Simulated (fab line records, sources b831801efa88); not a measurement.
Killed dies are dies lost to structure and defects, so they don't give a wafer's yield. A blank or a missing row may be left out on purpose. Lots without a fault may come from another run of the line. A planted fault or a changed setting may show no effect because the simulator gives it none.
fab line records | flow sky130
record lots=6 wafers=18 last_day=51
route steps=708 shown METAL2@497 VIA2@507 METAL3@532 PAD_OPEN@708
lots that met no fault: from a run of the same line without faults
start_h: hours from the record's first day to the start of the lot's first wafer shown | wait_h: hours since the lot's step before | " the same as in the row above | L1.1+2: a row that stands for several wafers | - no value, or no start given | * or withheld: withheld | < > ~ a bound
route shown NAME@n: a module of which the file shows steps, and the number in the route of the first | usual: mean/standard deviation of fault-free wafers | same: alike in all rows | chamber/n: place in a boat | sites: the reading at each site | _std_site: their standard deviation | _edge_site: outer sites' mean less inner sites' | radius_mm: how far each site lies from the wafer's centre | mask NAME#n: copy n | behind: the tool/chamber that last shaped the wafer | hold: why the lot was held/for how many hours/how that ended | device: the transistor (n, p or np) that didn't switch | end of line: the same wafers' tests at the end of the route | a step without rows: its recipe alone | killed: dies lost to structure and defects at the first sort, not the wafer's yield | map: a wafer's dies, x killed, . not, _ none there
set.NAME: the setting as run; set.NAME@STEP: as run at that earlier step | model.NAME: the simulator's own value behind a step, which no gauge read
lots at some steps of the route; a table a step, a row a wafer
services: from which hour (start_h, from the record's first day; less than 0 if before it) a tool's chamber was out of use, for how many hours, and why
## steps
# step SKY_METAL2_DEVELOP_14
# recipe develop_time_s=60 resist=KrF-thick dev_temp_c=21
# step SKY_METAL2_CD_MEAS_15
# recipe target_cd_nm=140
# usual cd_nm=139.7/1.2
# columns lot.wafer tool chamber start_h wait_h cd_nm
L669.2 cd_sem-02 - 868.17 - 139.5
L669.3 " - " " 138.7
L669.6 " - " " 139.6
L671.2 cd_sem-01 - 875.97 - 138.9
L671.3 " - " " 140.1
L671.5 " - " " 139.8
L686.2 cd_sem-01 - 984.30 - 139.9
L686.4 " - " " 139.4
L686.5 " - " " 140.1
L688.2 cd_sem-01 - 997.50 - 141.1
L688.4 " - " " 140.1
L688.5 " - " " 140.2
L689.1 cd_sem-01 - 1003.78 - 140.5
L689.2 " - " " 140.7
L689.3 " - " " 139.7
L690.3 cd_sem-01 - 1005.97 - 138.6
L690.4 " - " " 140.8
L690.6 " - " " 139.8
# step SKY_METAL2_OVL_MEAS_16
# usual METAL2_OVL=-2/5.7
# columns lot.wafer tool chamber start_h wait_h METAL2_OVL[nm]
L669.2 overlay-01 - 868.27 0.1 6
L669.3 " - " " -3
L669.6 " - " " 7
L671.2 overlay-02 - 876.07 0.1 -12
L671.3 " - " " -2
L671.5 " - " " -3
L686.2 overlay-01 - 984.41 0.1 -4
L686.4 " - " " -14
L686.5 " - " " -4
L688.2 overlay-01 - 997.61 0.1 -5
L688.4 " - " " -12
L688.5 " - " " -8
L689.1 overlay-01 - 1003.90 0.1 -2
L689.2 " - " " -2
L689.3 " - " " 1
L690.3 overlay-02 - 1006.06 0.1 12
L690.4 " - " " 6
L690.6 " - " " 7
# step SKY_METAL2_DESCUM_17
# recipe chemistry=O2 source_power_w=150 bias_power_w=0 pressure_mtorr=10 temp_c=40 time_s=8
# step SKY_METAL2_ETCH_18
# recipe chemistry=N2/H2 target=BARC ion_energy_ev=200 bias_w=100 pressure_mtorr=30 n2_flow_sccm=100 h2_flow_sccm=200 icp_w=500 stop_on=SiO2 time_s=45.9 target_depth_a=600
# step SKY_METAL2_METAL_ETCH_19
# recipe target_depth_a=3600 stop_on=SiO2 over_etch_frac=0.3 time_s=78 chemistry=Cl2/BCl3 resist_sidewall_deg=88 pressure_mtorr=10 icp_w=900 bias_w=48.5 Cl2_flow_sccm=60 bcl3_flow_sccm=30
# usual drypump_motor_current_A=5.5/0.35 oes_product_au=0.853/0.0057 rf_fwd_power_W=893/3.1 throttle_valve_pct=22.263/0.0088
# columns lot.wafer tool chamber start_h wait_h drypump_motor_current_A oes_product_au rf_fwd_power_W rf_hours_counter_h throttle_valve_pct
L669.2 rie_metal-04 1 868.40 0.0 5.5 0.859 893 11 22.271
L669.3 " 1 " " 5.5 0.852 896 - 22.253
L669.6 " 0 " " 5.3 0.858 892 - 22.254
L671.2 rie_metal-01 1 876.32 0.1 5.4 0.853 890 - 22.251
L671.3 " 1 " " 5.3 0.848 891 - 22.258
L671.5 " 1 " " 5.3 0.843 888 - 22.262
L686.2 rie_metal-04 0 984.53 0.0 5.3 0.855 894 7 22.264
L686.4 " 0 " " 5.3 0.853 895 - 22.266
L686.5 " 0 " " 5.3 0.853 894 - 22.268
L688.2 rie_metal-04 0 997.76 0.1 5.3 0.856 888 8 22.259
L688.4 " 0 " " 5.3 0.849 889 - 22.260
L688.5 " 1 " " 5.5 0.854 893 - 22.250
L689.1 rie_metal-01 1 1004.13 0.1 5.3 0.859 896 18 22.243
L689.2 " 1 " " 5.3 0.852 897 - 22.260
L689.3 " 1 " " 5.3 0.865 895 - 22.272
L690.3 rie_metal-04 1 1006.26 0.1 5.5 0.859 893 - 22.283
L690.4 " 0 " " 5.3 0.850 891 - 22.265
L690.6 " 0 " " 5.3 0.851 888 - 22.272
# step SKY_METAL2_STRIP_20
# recipe chemistry=O2/N2 power_w=1400 pressure_mtorr=1500 platen_temp_c=withheld o2_flow_sccm=3000 n2_flow_sccm=300 overash_fraction=0.5
# usual drypump_motor_current_A=5.8/0.57 oes_product_au=0.343/0.0049 strip_time_to_endpoint_s=2.69/0.033
# same overash_fraction=0.5
# columns lot.wafer tool chamber start_h wait_h drypump_motor_current_A oes_product_au rf_hours_counter_h strip_time_to_endpoint_s
L669.2 plasma_asher-01 1 868.49 0.1 6.2 0.345 47 2.66
L669.3 " 1 " " 6.2 0.336 - 2.68
L669.6 " 1 " " 6.2 0.347 - 2.67
L671.2 plasma_asher-01 1 876.47 0.1 6.2 0.350 48 2.71
L671.3 " 1 " " 6.2 0.336 - 2.72
L671.5 " 0 " " 5.4 0.341 - 2.71
L686.2 plasma_asher-02 0 984.62 0.1 6.2 0.341 15 2.67
L686.4 " 0 " " 6.2 0.336 - 2.64
L686.5 " 1 " " 4.7 0.337 - 2.68
L688.2 plasma_asher-02 1 997.88 0.1 4.7 0.345 16 2.69
L688.4 " 0 " " 6.2 0.349 - 2.73
L688.5 " 1 " " 4.7 0.341 - 2.71
L689.1 plasma_asher-02 0 1004.31 0.1 6.2 0.344 16 2.66
L689.2 " 1 " " 4.7 0.337 16 2.62
L689.3 " 1 " " 4.7 0.339 - 2.63
L690.3 plasma_asher-01 1 1006.37 0.1 6.2 0.345 - 2.67
L690.4 " 0 " " 5.4 0.347 - 2.69
L690.6 " 1 " " 6.2 0.348 - 2.65
# step SKY_METAL2_STRIP_21
# recipe chemistry=post_etch_residue_remover time_s=1200 temp_c=72.5
# step SKY_METAL2_CLEAN_22
# recipe chemistry=IPA time_s=180 temp_c=25
# step SKY_METAL2_CLEAN_23
# recipe chemistry=O3/DIW dry=n2_spin
# step SKY_VIA2_HDPCVD_00
# recipe material=SiO2 target_thk_nm=1180 sigma_open_frac=0.3 time_s=196.7 temp_c=400 sih4_flow_sccm=60 pressure_mtorr=6
# step SKY_VIA2_THK_MEAS_01
# recipe reads=SiO2_of_VIA2_HDPCVD_00
# usual VIA2_HDPCVD_THK=1180/11
# columns lot.wafer tool chamber start_h wait_h VIA2_HDPCVD_THK[nm]
L669.2 film_metro-02 - 869.22 0.1 1162
L669.3 " - " " 1155
L669.6 " - " " 1165
L671.2 film_metro-04 - 877.24 0.1 1167
L671.3 " - " " 1181
L671.5 " - " " 1171
L686.2 film_metro-01 - 985.36 0.1 1173
L686.4 " - " " 1168
L686.5 " - " " 1164
L688.2 film_metro-04 - 998.68 0.1 1181
L688.4 " - " " 1179
L688.5 " - " " 1193
L689.1 film_metro-01 - 1005.03 0.1 1186
L689.2 " - " " 1199
L689.3 " - " " 1182
L690.3 film_metro-04 - 1007.07 0.1 1176
L690.4 " - " " 1185
L690.6 " - " " 1176
# step SKY_VIA2_CMP_02
# recipe material=SiO2 down_force_psi=4 platen_rpm=60 pad_velocity_m_s=0.94248
# usual head_pressure_psi=3.999/0.0076 motor_current_A=12.4/1.3
# columns lot.wafer tool chamber start_h wait_h head_pressure_psi motor_current_A model.SiO2_of_VIA2_HDPCVD_00.thk_nm
L669.2 cmp-02 0 869.32 0.1 4.013 11.4 494.1
L669.3 " 2 " " 3.998 13.0 617
L669.6 " 0 " " 4.007 11.5 493.7
L671.2 cmp-02 0 877.44 0.2 4.006 12.0 494.9
L671.3 " 3 " " 4.002 14.3 620.7
L671.5 " 0 " " 4.014 11.6 494.9
L686.4 cmp-01 0 985.51 0.1 3.989 11.8 494.2
L686.2 " 1 " " 3.999 11.9 496.6
L686.5 " 2 " " 3.980 11.7 494.9
L688.2 cmp-02 2 998.73 0.0 3.998 11.7 494.1
L688.4 " 0 " " 3.995 11.5 494.2
L688.5 " 3 " " 3.987 14.2 496.2
L689.2 cmp-01 2 1005.09 0.0 4.003 11.3 496.2
L689.1 " 3 " " 3.998 10.9 495.1
L689.3 " 0 " " 4.005 11.0 494.3
L690.4 cmp-01 3 1007.16 0.1 4.000 10.8 495.5
L690.3 " 1 " " 4.008 11.6 495.7
L690.6 " 2 " " 3.991 11.9 495.1
# step SKY_VIA2_BOW_MEAS_03
# recipe mode=bow
# usual VIA2_BOW=86/7.6
# columns lot.wafer tool chamber start_h wait_h VIA2_BOW[um]
L669.2 film_metro-01 - 869.59 0.2 88
L669.3 " - " " 89
L669.6 " - " " 77
L671.2 film_metro-02 - 877.76 0.3 94
L671.3 " - " " 92
L671.5 " - " " 85
L686.2 film_metro-02 - 985.73 0.1 81
L686.4 " - " " 82
L686.5 " - " " 61
L688.2 film_metro-02 - 999.05 0.3 77
L688.4 " - " " 88
L688.5 " - " " 91
L689.1 film_metro-02 - 1005.39 0.2 76
L689.2 " - " " 83
L689.3 " - " " 86
L690.3 film_metro-04 - 1007.45 0.1 85
L690.4 " - " " 111
L690.6 " - " " 77
# step SKY_VIA2_DEHYDRATE_04
# recipe temp_c=200 time_s=60
# step SKY_VIA2_HMDS_05
# recipe prime_time_s=60 prime_temp_c=120
# step SKY_VIA2_COAT_06
# recipe resist=BARC temp_c=withheld time_s=withheld spin_rpm=3000 resist_thk_nm=60
# step SKY_VIA2_COAT_07
# recipe resist=KrF-thick spin_rpm=3000 resist_thk_nm=450
# step SKY_VIA2_SOFTBAKE_08
# recipe temp_c=100 time_s=90 resist=KrF-thick
# step SKY_VIA2_EXPOSE_09
# recipe mask_id=VIM2 na=0.8 source_shape=annular sigma_inner=0.55 sigma_outer=0.85 target_cd_nm=200 dose_mj=38
# step SKY_VIA2_PEB_10
# recipe peb_temp_c=withheld peb_time_s=withheld resist=KrF-thick
# step SKY_VIA2_DEVELOP_11
# recipe develop_time_s=60 resist=KrF-thick dev_temp_c=21
# step SKY_VIA2_CD_MEAS_12
# recipe target_cd_nm=200
# usual cd_nm=200.7/1.3
# columns lot.wafer tool chamber start_h wait_h cd_nm
L669.2 cd_sem-02 - 896.18 - 201.2
L669.3 " - " " 202.0
L669.6 " - " " 201.1
L671.2 cd_sem-01 - 903.98 - 198.9
L671.3 " - " " 197.6
L671.5 " - " " 199.1
L686.2 cd_sem-01 - 1009.18 - 201.6
L686.4 " - " " 200.3
L686.5 " - " " 199.5
L688.2 cd_sem-01 - 1022.92 - 202.0
L688.4 " - " " 201.7
L688.5 " - " " 200.8
L689.1 cd_sem-01 - 1028.11 - 200.5
L689.2 " - " " 201.9
L689.3 " - " " 199.2
L690.3 cd_sem-01 - 1031.04 - 201.0
L690.4 " - " " 201.2
L690.6 " - " " 200.5
# step SKY_VIA2_OVL_MEAS_13
# usual VIA2_OVL=0/4.9
# columns lot.wafer tool chamber start_h wait_h VIA2_OVL[nm]
L669.2 overlay-01 - 896.29 0.1 1
L669.3 " - " " 3
L669.6 " - " " 1
L671.2 overlay-02 - 904.09 0.1 -6
L671.3 " - " " 3
L671.5 " - " " -2
L686.2 overlay-02 - 1009.29 0.1 -3
L686.4 " - " " 3
L686.5 " - " " 2
L688.2 overlay-02 - 1023.02 0.1 -5
L688.4 " - " " -1
L688.5 " - " " -8
L689.1 overlay-02 - 1028.23 0.1 3
L689.2 " - " " -9
L689.3 " - " " -4
L690.3 overlay-02 - 1031.13 0.1 -7
L690.4 " - " " -7
L690.6 " - " " -8
# step SKY_VIA2_ETCH_14
# recipe chemistry=N2/H2 target=BARC ion_energy_ev=200 source_w=500 bias_w=100 pressure_mtorr=30 n2_flow_sccm=100 h2_flow_sccm=200 stop_on=SiO2 time_s=45.9 target_depth_a=600
# step SKY_VIA2_ETCH_15
# recipe target=SiO2 chemistry=C4F8/O2/Ar target_depth_nm=546 stop_on=TiN mask_material=KrF-thick source_w=1500 bias_w=1200 pressure_mtorr=40 c4f8_flow_sccm=withheld O2_flow_sccm=6 Ar_flow_sccm=300 time_s=84
# usual oes_product_au=0.940/0.0044 rf_fwd_power_W=1491/5.2
# columns lot.wafer tool chamber start_h wait_h oes_product_au rf_fwd_power_W rf_hours_counter_h model.VIA2.feature_depth_nm model.etch.depth_nm
L669.2 rie_diel-03 2 896.36 0.0 0.938 1495 18 494.1 494.1
L669.3 " 0 " " 0.994 1491 17 545.4 545.4
L669.6 " 3 " " 0.940 1493 - 493.7 493.7
L671.2 rie_diel-01 0 904.16 0.0 0.942 1489 12 494.9 494.9
L671.3 " 3 " " 1.000 1495 12 545.5 545.5
L671.5 " 0 " " 0.939 1485 - 494.9 494.9
L686.2 rie_diel-03 3 1009.36 0.0 0.941 1491 18 496.6 496.6
L686.4 " 1 " " 0.943 1484 16 494.2 494.2
L686.5 " 1 " " 0.936 1487 - 494.9 494.9
L688.2 rie_diel-03 0 1023.09 0.0 0.937 1491 20 494.1 494.1
L688.4 " 1 " " 0.942 1487 16 494.2 494.2
L688.5 " 2 " " 0.945 1492 - 496.2 496.2
L689.1 rie_diel-04 0 1028.31 0.0 0.941 1492 20 495.1 495.1
L689.2 " 2 " " 0.940 1486 18 496.2 496.2
L689.3 " 3 " " 0.942 1488 5 494.3 494.3
L690.3 rie_diel-04 2 1031.20 0.0 0.934 1486 18 495.7 495.7
L690.4 " 0 " " 0.942 1484 20 495.5 495.5
L690.6 " 1 " " 0.936 1489 - 495.1 495.1
# step SKY_VIA2_STRIP_16
# recipe chemistry=O2/N2 power_w=1400 pressure_mtorr=1500 platen_temp_c=withheld o2_flow_sccm=3000 n2_flow_sccm=300 overash_fraction=0.5
# step SKY_VIA2_STRIP_17
# recipe chemistry=post_etch_residue_remover time_s=1200 temp_c=72.5
# step SKY_VIA2_CLEAN_18
# recipe chemistry=IPA time_s=180 temp_c=25
# step SKY_VIA2_CLEAN_19
# recipe chemistry=O3/DIW dry=n2_spin
# step SKY_VIA2_SPUTTER_20
# recipe material=TiN target_thk_nm=20 chamber_pressure_pa=5 power_w=4000 time_s=80
# usual cathode_dc_power_W=3999.9/0.78 throttle_valve_pct=30.2/1.2
# columns lot.wafer tool chamber start_h wait_h cathode_dc_power_W throttle_valve_pct
L669.2 pvd_sputter-03 - 897.09 0.0 4000.6 30.0
L669.3 " - " " 3999.2 30.3
L669.6 " - " " 3999.9 29.9
L671.2 pvd_sputter-01 - 904.85 0.0 3999.9 31.4
L671.3 " - " " 4001.2 31.2
L671.5 " - " " 4000.8 31.1
L686.2 pvd_sputter-01 - 1010.02 0.0 4000.3 31.1
L686.4 " - " " 4000.1 31.0
L686.5 " - " " 3999.5 31.1
L688.2 pvd_sputter-01 - 1023.81 0.0 4000.9 31.1
L688.4 " - " " 4000.0 31.9
L688.5 " - " " 3997.9 31.3
L689.1 pvd_sputter-02 - 1028.97 0.0 4000.4 28.6
L689.2 " - " " 3999.7 30.6
L689.3 " - " " 3999.1 29.6
L690.3 pvd_sputter-01 - 1031.87 0.0 4000.4 31.1
L690.4 " - " " 3999.3 31.1
L690.6 " - " " 4000.0 32.0
# step SKY_VIA2_CVD_21
# recipe material=W target_thk_nm=420 time_s=126.4 temp_c=400 pressure_torr=40
# usual heater_power_w=904/88
# columns lot.wafer tool chamber start_h wait_h heater_power_w since_wet_clean_h
L669.2 cvd_w-01 0 897.15 0.0 981 493
L669.3 " 1 " " 908 -
L669.6 " 1 " " 912 -
L671.2 cvd_w-01 0 904.95 0.1 989 -
L671.3 " 0 " " 992 -
L671.5 " 0 " " 974 -
L686.2 cvd_w-02 0 1010.08 0.0 744 92
L686.4 " 1 " " 926 -
L686.5 " 1 " " 896 -
L688.2 cvd_w-02 1 1023.87 0.0 879 106
L688.4 " 0 " " 749 -
L688.5 " 0 " " 751 -
L689.1 cvd_w-02 1 1029.03 0.0 907 111
L689.2 " 0 " " 744 111
L689.3 " 1 " " 910 -
L690.3 cvd_w-01 1 1031.97 0.1 880 -
L690.4 " 0 " " 1000 -
L690.6 " 1 " " 898 -
# step SKY_VIA2_CMP_24
# recipe stop_on=SiO2 t_overpolish_s=20 down_force_psi=3.5 platen_rpm=60 target_thk_nm=0 pad_velocity_m_s=0.94248
# usual head_pressure_psi=3.499/0.0073 motor_current_A=11.2/1.1
# columns lot.wafer tool chamber start_h wait_h head_pressure_psi motor_current_A model.SiO2_of_VIA2_HDPCVD_00.thk_nm
L669.3 cmp-01 3 897.46 0.0 3.484 9.7 612.6
L669.2 " 2 " " 3.506 10.4 489.7
L669.6 " 0 " " 3.491 10.3 489.3
L671.3 cmp-02 3 905.45 0.1 3.500 12.8 616.3
L671.2 " 0 " " 3.497 11.2 490.6
L671.5 " 1 " " 3.509 13.2 490.5
L686.4 cmp-02 1 1010.44 0.1 3.514 12.2 489.8
L686.2 " 3 " " 3.502 12.9 492.2
L686.5 " 0 " " 3.509 10.5 490.5
L688.4 cmp-02 1 1024.18 0.0 3.491 12.5 489.8
L688.2 " 3 " " 3.497 13.0 489.7
L688.5 " 2 " " 3.485 10.5 491.8
L689.2 cmp-01 3 1029.39 0.1 3.503 9.9 491.8
L689.3 " 0 " " 3.504 10.9 489.9
L689.1 " 1 " " 3.506 10.5 490.7
L690.4 cmp-02 0 1032.29 0.1 3.488 10.5 491.1
L690.3 " 2 " " 3.485 11.0 491.3
L690.6 " 3 " " 3.509 12.7 490.7
# step SKY_METAL3_SPUTTER_00
# recipe material=Ti target_thk_nm=15 power_w=3000 time_s=10 chamber_pressure_pa=0.4
# usual cathode_dc_power_W=3000.0/0.6 throttle_valve_pct=30.0/1.1
# columns lot.wafer tool chamber start_h wait_h cathode_dc_power_W throttle_valve_pct
L669.2 pvd_sputter-01 - 897.76 0.1 3000.2 30.7
L669.6 " - " " 3000.1 31.8
L671.2 pvd_sputter-04 - 905.65 0.1 2999.8 28.7
L671.5 " - " " 3000.5 30.6
L686.2 pvd_sputter-04 - 1010.69 0.1 3001.3 30.1
L686.4 " - " " 2999.8 28.8
L686.5 " - " " 2999.5 29.4
L688.2 pvd_sputter-03 - 1024.48 0.1 3000.6 28.2
L688.4 " - " " 3000.2 28.2
L688.5 " - " " 2999.5 29.8
L689.1 pvd_sputter-03 - 1029.64 0.1 2999.9 27.8
L689.2 " - " " 3000.4 30.1
L689.3 " - " " 3000.1 29.8
L690.3 pvd_sputter-03 - 1032.54 0.1 3000.2 28.0
L690.4 " - " " 2999.9 27.9
L690.6 " - " " 3000.0 28.1
# step SKY_METAL3_SPUTTER_01
# recipe material=TiN target_thk_nm=20 power_w=6500 time_s=16.7 chamber_pressure_pa=0.4
# usual cathode_dc_power_W=6499.9/1.2 throttle_valve_pct=30.0/1.1
# columns lot.wafer tool chamber start_h wait_h cathode_dc_power_W throttle_valve_pct
L669.2 pvd_sputter-01 - 897.78 0.0 6498.2 31.4
L669.6 " - " " 6498.6 31.9
L671.2 pvd_sputter-04 - 905.67 0.0 6499.8 28.7
L671.5 " - " " 6500.0 30.7
L686.2 pvd_sputter-04 - 1010.71 0.0 6501.5 30.0
L686.4 " - " " 6500.6 29.0
L686.5 " - " " 6499.6 29.5
L688.2 pvd_sputter-03 - 1024.51 0.0 6498.3 28.1
L688.4 " - " " 6497.8 28.1
L688.5 " - " " 6502.7 29.8
L689.1 pvd_sputter-03 - 1029.66 0.0 6499.3 28.2
L689.2 " - " " 6500.3 29.9
L689.3 " - " " 6501.0 29.5
L690.3 pvd_sputter-03 - 1032.56 0.0 6497.9 28.1
L690.4 " - " " 6499.5 27.8
L690.6 " - " " 6500.7 28.2
# step SKY_METAL3_SPUTTER_02
# recipe material=AlCu target_thk_nm=735 power_w=10600 time_s=39.1 chamber_pressure_pa=0.4
# usual cathode_dc_power_W=10600/2 throttle_valve_pct=30.0/1.1
# columns lot.wafer tool chamber start_h wait_h cathode_dc_power_W throttle_valve_pct
L669.2 pvd_sputter-01 - 897.81 0.0 10601 31.1
L669.6 " - " " 10599 31.9
L671.2 pvd_sputter-04 - 905.70 0.0 10602 28.7
L671.5 " - " " 10598 30.6
L686.2 pvd_sputter-04 - 1010.74 0.0 10601 30.1
L686.4 " - " " 10596 28.7
L686.5 " - " " 10600 29.6
L688.2 pvd_sputter-03 - 1024.53 0.0 10601 28.1
L688.4 " - " " 10601 27.9
L688.5 " - " " 10600 29.7
L689.1 pvd_sputter-03 - 1029.69 0.0 10601 27.9
L689.2 " - " " 10600 30.3
L689.3 " - " " 10603 29.3
L690.3 pvd_sputter-03 - 1032.59 0.0 10599 28.1
L690.4 " - " " 10597 28.2
L690.6 " - " " 10599 28.4
# step SKY_PAD_OPEN_PROBE_99
# columns lot.wafer tool chamber start_h wait_h model.etest.cap_thin_oxide.under_floor model.etest.diode_ndiff_fingers.under_floor model.etest.sonos_programmed.open model.etest.sram_nfet_pass.under_floor model.etest.res_ndiff.open model.etest.nfet_g5v0d10v5.open model.etest.res_poly.open model.etest.nfet_01v8_lvt.open
L669.2+6 prober-02 - 1120.33 0.1 0 0 0 0 0 0 0 0
L669.3 prober-02 - 1120.38 0.2 1 1 1 1 1 1 1 1
L671.2+5 prober-01 - 1126.67 0.1 0 0 0 0 0 0 0 0
L671.3 prober-01 - 1126.72 0.2 1 1 1 1 1 1 1 1
L686.2+4+5 prober-02 - 1208.75 0.1 0 0 0 0 0 0 0 0
L688.2+4+5 prober-01 - 1219.60 0.1 0 0 0 0 0 0 0 0
L690.3+4+6 prober-02 - 1223.25 0.2 0 0 0 0 0 0 0 0
L689.1+2+3 prober-01 - 1223.84 0.1 0 0 0 0 0 0 0 0
# killed by level:class
L686.2 VIA2:geometric_particle:open=7 POLY_GATE:geometric_particle:short=6 CONTACT:geometric_particle:open=6 VIA3:geometric_particle:open=6 VIA1:geometric_particle:open=6 POLY_GATE:geometric_particle:open=5 LI_CONTACT:geometric_particle:open=5 METAL2:geometric_particle:short=5
L686.4 CONTACT:geometric_particle:open=9 VIA2:geometric_particle:open=9 VIA1:geometric_particle:open=7 VIA3:geometric_particle:open=7 LOCAL_INTERCONNECT:geometric_particle:short=6 METAL1:geometric_particle:short=5 FIELD_ISO:geometric_particle:open=4 LI_CONTACT:geometric_particle:open=4
L686.5 VIA1:geometric_particle:open=11 LI_CONTACT:geometric_particle:open=7 CONTACT:geometric_particle:open=7 CONTACT:geometric_particle:short=5 VIA2:geometric_particle:open=5 METAL4:geometric_particle:short=5 FIELD_ISO:geometric_particle:open=4 METAL1:geometric_particle:short=4
L688.2 VIA2:geometric_particle:open=13 CONTACT:geometric_particle:open=11 VIA1:geometric_particle:open=11 LI_CONTACT:geometric_particle:open=8 VIA3:geometric_particle:open=8 CONTACT:geometric_particle:short=7 METAL1:geometric_particle:short=6 METAL1:geometric_particle:open=4
L688.4 LOCAL_INTERCONNECT:geometric_particle:short=9 VIA3:geometric_particle:open=8 FIELD_ISO:geometric_particle:open=7 VIA1:geometric_particle:open=7 METAL1:geometric_particle:short=6 CONTACT:geometric_particle:open=5 VIA1:geometric_particle:short=5 VIA2:geometric_particle:short=5
L688.5 CONTACT:geometric_particle:open=13 VIA3:geometric_particle:open=9 VIA1:geometric_particle:open=9 FIELD_ISO:geometric_particle:short=7 LI_CONTACT:geometric_particle:open=7 FIELD_ISO:geometric_particle:open=5 METAL2:geometric_particle:short=5 VIA2:geometric_particle:open=5
L690.3 CONTACT:geometric_particle:open=11 METAL1:geometric_particle:short=8 LI_CONTACT:geometric_particle:open=6 LOCAL_INTERCONNECT:geometric_particle:short=6 METAL2:geometric_particle:short=5 POLY_GATE:geometric_particle:open=4 POLY_GATE:geometric_particle:short=4 VIA1:geometric_particle:open=4
L690.4 VIA1:geometric_particle:open=11 CONTACT:geometric_particle:open=9 METAL2:geometric_particle:short=7 LI_CONTACT:geometric_particle:open=6 CONTACT:geometric_particle:short=5 METAL1:geometric_particle:short=5 METAL3:geometric_particle:short=5 FIELD_ISO:geometric_particle:open=4
L690.6 VIA1:geometric_particle:open=14 METAL1:geometric_particle:short=10 LI_CONTACT:geometric_particle:open=7 CONTACT:geometric_particle:short=5 METAL4:geometric_particle:short=5 VIA1:geometric_particle:short=4 CONTACT:geometric_particle:open=4 VIA3:geometric_particle:open=4
L689.1 LI_CONTACT:geometric_particle:open=10 VIA1:geometric_particle:open=10 CONTACT:geometric_particle:open=9 VIA2:geometric_particle:open=8 FIELD_ISO:geometric_particle:short=6 METAL2:geometric_particle:short=6 CONTACT:geometric_particle:short=4 METAL4:geometric_particle:short=4
L689.2 VIA1:geometric_particle:open=11 CONTACT:geometric_particle:open=10 VIA1:geometric_particle:short=7 METAL2:geometric_particle:short=7 FIELD_ISO:geometric_particle:short=5 POLY_GATE:geometric_particle:open=5 LI_CONTACT:geometric_particle:open=5 VIA2:geometric_particle:open=5
L689.3 VIA1:geometric_particle:open=14 LI_CONTACT:geometric_particle:open=9 METAL4:geometric_particle:short=6 FIELD_ISO:geometric_particle:open=5 CONTACT:geometric_particle:short=5 VIA1:geometric_particle:short=5 VIA2:geometric_particle:open=4 CONTACT:geometric_particle:open=4
## services
# columns tool chamber start_h hours kind
plasma_asher-02 - 845.56 7.7 repair
rie_metal-01 0 856.64 13.8 repair
cvd_w-02 - 859.63 0.8 repair
rie_diel-03 2 862.19 1.9 repair
cmp-01 - 867.94 12.5 repair
pvd_sputter-03 - 868.93 1.1 repair
plasma_asher-02 - 874.53 15.6 pm
cmp-02 - 876.07 0.5 repair
plasma_asher-01 - 884.84 2.0 repair
cvd_w-02 - 904.00 14.0 pm
cvd_w-01 1 904.66 3.4 repair
cmp-02 - 907.53 3.5 repair
cmp-01 - 915.85 4.0 pm
plasma_asher-02 - 917.56 2.8 pm
cmp-01 - 941.23 4.9 pm
plasma_asher-01 - 949.62 14.6 pm
cmp-02 - 950.58 5.5 pm
cmp-01 - 963.10 5.9 pm
cmp-01 - 975.45 0.4 repair
cvd_w-01 1 980.40 10.8 repair
cvd_w-01 - 986.69 6.9 pm
plasma_asher-02 - 1006.25 8.9 pm
rie_metal-04 0 1008.53 18.8 repair
pvd_sputter-03 - 1019.54 3.4 repair
## key
first_sign step=SKY_VIA2_ETCH_15 reading=oes_product_au direction=up sigmas=13 usual=0.940 struck=0.997
effect step=SKY_METAL3_SPUTTER_00 reading=visit direction=missing
effect step=SKY_METAL3_SPUTTER_01 reading=visit direction=missing
effect step=SKY_METAL3_SPUTTER_02 reading=visit direction=missing
model_effect step=SKY_VIA2_CMP_02 value=SiO2_of_VIA2_HDPCVD_00.thk_nm without=495.1 struck=618.9
model_effect step=SKY_VIA2_ETCH_15 value=VIA2.feature_depth_nm without=495.1 struck=545.5
model_effect step=SKY_VIA2_CMP_24 value=SiO2_of_VIA2_HDPCVD_00.thk_nm without=490.7 struck=614.5
model_effect step=SKY_PAD_OPEN_PROBE_99 value=etest.cap_thin_oxide.under_floor without=0 struck=1
met_at SKY_VIA2_CMP_02
struck_wafers L669.3,L671.3
later_rows_left_out L669.3,L671.3
sort_left_out L669.3,L671.3
fault kind=process_parameter_drift tool=cmp-02 chamber=- onset_h=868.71 steps=SKY_VIA2_CMP_02 channel=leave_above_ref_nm offset=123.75 shape=step end_h=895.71 scope=struck_wafers_only acts_in=these_recipes_only stated=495
# sort_left_out: the simulated sort isn't trusted on such a fault, so these wafers' sort isn't shown, and their yield isn't known
# later_rows_left_out: the simulator's readings of these wafers behind a module that went badly wrong aren't trusted and aren't shown, but for the sort
